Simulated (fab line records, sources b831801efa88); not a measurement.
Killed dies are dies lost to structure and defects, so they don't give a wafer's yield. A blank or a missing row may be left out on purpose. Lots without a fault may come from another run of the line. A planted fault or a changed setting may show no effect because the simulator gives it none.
A struck lot beside a sound one | flow sky130 | 43 steps out of a route of 708
Sound: wafers L207.4, L207.5, L207.6. Struck: wafers L219.4, L219.5. (L219.6 of the same lot was not struck and is left out.) The cause comes at the end.
At each step with rows: each side's tool, then ch and its chambers, then its first start. Under that, the readings that differ: sound wafers | struck wafers | difference of the means | sigmas: that difference in standard deviations of wafers without a fault.
alike: readings whose means differ by less than 2 such deviations, and words and numbers that are the same on both sides. not compared: withheld readings, readings that some wafer has no value for, bounds like >300 that may hide the same value, and numbers for which the record gives no deviation and whose values overlap.
The two part at a step that has a row with sigmas, a row that says differs or no value, or rows on one side only. Numbers that don't overlap but have no deviation are shown without sigmas and don't part them. A reading that every wafer of one side lacks parts them only if that side has two wafers or more.

first, 8 steps without rows for these wafers: SKY_LI_CONTACT_DEHYDRATE_04 (time 60 s); SKY_LI_CONTACT_HMDS_05 (prime time 60 s); SKY_LI_CONTACT_COAT_06 (resist thk 60 nm); SKY_LI_CONTACT_COAT_07 (resist thk 450 nm); SKY_LI_CONTACT_SOFTBAKE_08 (time 90 s); SKY_LI_CONTACT_EXPOSE_09 (exposes mask LICM1, target cd 170 nm); SKY_LI_CONTACT_PEB_10; SKY_LI_CONTACT_DEVELOP_11 (develop time 60 s).
SKY_LI_CONTACT_CD_MEAS_12: target cd 170 nm.
  sound on cd_sem-02, day 30 04:49; struck on cd_sem-01, day 33 22:31
  alike: cd_nm
SKY_LI_CONTACT_OVL_MEAS_13:
  sound on overlay-01, day 30 04:53; struck on overlay-02, day 33 22:35
  alike: LI_CONTACT_OVL
then, 1 step without rows for these wafers: SKY_LI_CONTACT_ETCH_14 (etches BARC in N2/H2, stops on SiO2, time 45.9 s, target depth 60 nm).
SKY_LI_CONTACT_ETCH_15: etches PSG in C4F8/O2/Ar, stops on Si, target depth 600 nm.
  sound on rie_diel-03 ch 0,1, day 30 04:57; struck on rie_diel-03 ch 0,3, day 33 22:39
  alike: oes_product_au
SKY_LI_CONTACT_STRIP_16: strips in O2/N2.
  sound on plasma_asher-03 ch 0,1, day 30 05:04; struck on plasma_asher-04 ch 0, day 33 22:46
  reading                     | sound       | struck  | difference | sigmas
  drypump_motor_current_A (A) | 4.7 5.7 4.6 | 6.3 6.3 | +1.3       | +2
  alike: oes_product_au, strip_time_to_endpoint_s
  not compared: rf_hours_counter_h
then, 2 steps without rows for these wafers: SKY_LI_CONTACT_CLEAN_17 (cleans in NMP, time 600 s); SKY_LI_CONTACT_PRE_CLEAN_18 (time 5.6 s).
SKY_LI_CONTACT_SPUTTER_19: material Ti, target thk 20 nm, time 106.37 s.
  sound on pvd_sputter-03, day 30 05:20; struck on pvd_sputter-01, day 33 23:02
  alike: throttle_valve_pct
SKY_LI_CONTACT_SPUTTER_20: material TiN, target thk 20 nm, time 80 s.
  sound on pvd_sputter-03, day 30 05:24; struck on pvd_sputter-01, day 33 23:06
  reading                | sound          | struck    | difference | sigmas
  throttle_valve_pct (%) | 28.4 29.5 29.4 | 29.7 32.8 | +2.2       | +2
then, 1 step without rows for these wafers: SKY_LI_CONTACT_CVD_21 (deposits W, target thk 400 nm, time 120.56 s).
SKY_LI_CONTACT_RS_MEAS_22: measures by four-point-probe.
  sound on film_metro-02, day 30 05:47; struck on film_metro-01, day 33 23:21
  alike: LI_CONTACT_W_RS
SKY_LI_CONTACT_THK_MEAS_23: measures by xrf.
  sound on film_metro-02, day 30 05:52; struck on film_metro-01, day 33 23:26
  alike: LI_CONTACT_W_THK
then, 2 steps without rows for these wafers: SKY_LI_CONTACT_CMP_24 (polishes, stops on PSG, t overpolish 20 s, target thk 0 nm); SKY_LOCAL_INTERCONNECT_SPUTTER_00 (material TiN, target thk 100 nm, time 83.3 s).
SKY_LOCAL_INTERCONNECT_RS_MEAS_01: measures by four-point-probe.
  sound on film_metro-03, day 30 06:19; struck on film_metro-04, day 33 23:53
  alike: LOCAL_INTERCONNECT_TIN_RS
SKY_LOCAL_INTERCONNECT_THK_MEAS_02: measures by xrf.
  sound on film_metro-03, day 30 06:25; struck on film_metro-04, day 33 23:59
  alike: LOCAL_INTERCONNECT_TIN_THK
then, 8 steps without rows for these wafers: SKY_LOCAL_INTERCONNECT_DEHYDRATE_03 (time 60 s); SKY_LOCAL_INTERCONNECT_HMDS_04 (prime time 60 s); SKY_LOCAL_INTERCONNECT_COAT_05 (resist thk 60 nm); SKY_LOCAL_INTERCONNECT_COAT_06 (resist thk 450 nm); SKY_LOCAL_INTERCONNECT_SOFTBAKE_07 (time 90 s); SKY_LOCAL_INTERCONNECT_EXPOSE_08 (exposes mask LI1M, target cd 170 nm); SKY_LOCAL_INTERCONNECT_PEB_09; SKY_LOCAL_INTERCONNECT_DEVELOP_10 (develop time 60 s).
SKY_LOCAL_INTERCONNECT_CD_MEAS_11: target cd 170 nm.
  sound on cd_sem-01, day 31 10:31; struck on cd_sem-02, day 35 02:28
  alike: cd_nm
SKY_LOCAL_INTERCONNECT_OVL_MEAS_12:
  sound on overlay-02, day 31 10:36; struck on overlay-02, day 35 02:33
  alike: LOCAL_INTERCONNECT_OVL
SKY_LOCAL_INTERCONNECT_ETCH_13: etches BARC in N2/H2, stops on SiO2, time 45.9 s, target depth 60 nm.
  sound on rie_metal-02 ch 0,1, day 31 10:38; struck on rie_metal-02 ch 1, day 35 02:35
  reading                      | sound          | struck    | difference | sigmas
  he_backside_leak_sccm (sccm) | 2.82 3.21 2.80 | 3.41 3.36 | +0.44      | +3
  alike: drypump_motor_current_A, oes_product_au, throttle_valve_pct
  not compared: rf_hours_counter_h
then, 1 step without rows for these wafers: SKY_LOCAL_INTERCONNECT_METAL_ETCH_14 (etches TiN in Cl2/BCl3, stops on PSG, target depth 110 nm, time 31.4 s).
SKY_LOCAL_INTERCONNECT_STRIP_15: strips in O2/N2.
  sound on plasma_asher-03 ch 0,1, day 31 10:46; struck on plasma_asher-01 ch 0,1, day 35 02:43
  alike: drypump_motor_current_A, oes_product_au, strip_time_to_endpoint_s
  not compared: rf_hours_counter_h
then, 4 steps without rows for these wafers: SKY_LOCAL_INTERCONNECT_STRIP_16 (strips in post etch residue remover, time 1200 s); SKY_LOCAL_INTERCONNECT_CLEAN_17 (cleans in IPA, time 180 s); SKY_LOCAL_INTERCONNECT_CLEAN_18 (cleans in O3/DIW); SKY_CONTACT_CVD_00 (deposits Si3N4, target thk 75 nm).
SKY_CONTACT_THK_MEAS_01:
  sound on film_metro-02, day 31 11:24; struck on film_metro-02, day 35 03:20
  alike: CONTACT_CVD_00_THK
-- the record jumps here: 14 days lie between the struck wafers' starts before and after (it left off in module CONTACT and takes up again in module PAD_OPEN, whose first step shown is number 708 of the route) --
SKY_PAD_OPEN_PROBE_99:
  the record has rows for the struck wafers here (prober-01, day 49 07:22) and none for the sound ones

WHERE THEY PART
First at SKY_LI_CONTACT_STRIP_16; last, within this record, at SKY_PAD_OPEN_PROBE_99.

WHY: what the simulator had put in
Chamber particle source: plasma_asher-04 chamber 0, from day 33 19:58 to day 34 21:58, at SKY_LI_CONTACT_STRIP_16. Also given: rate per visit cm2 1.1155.
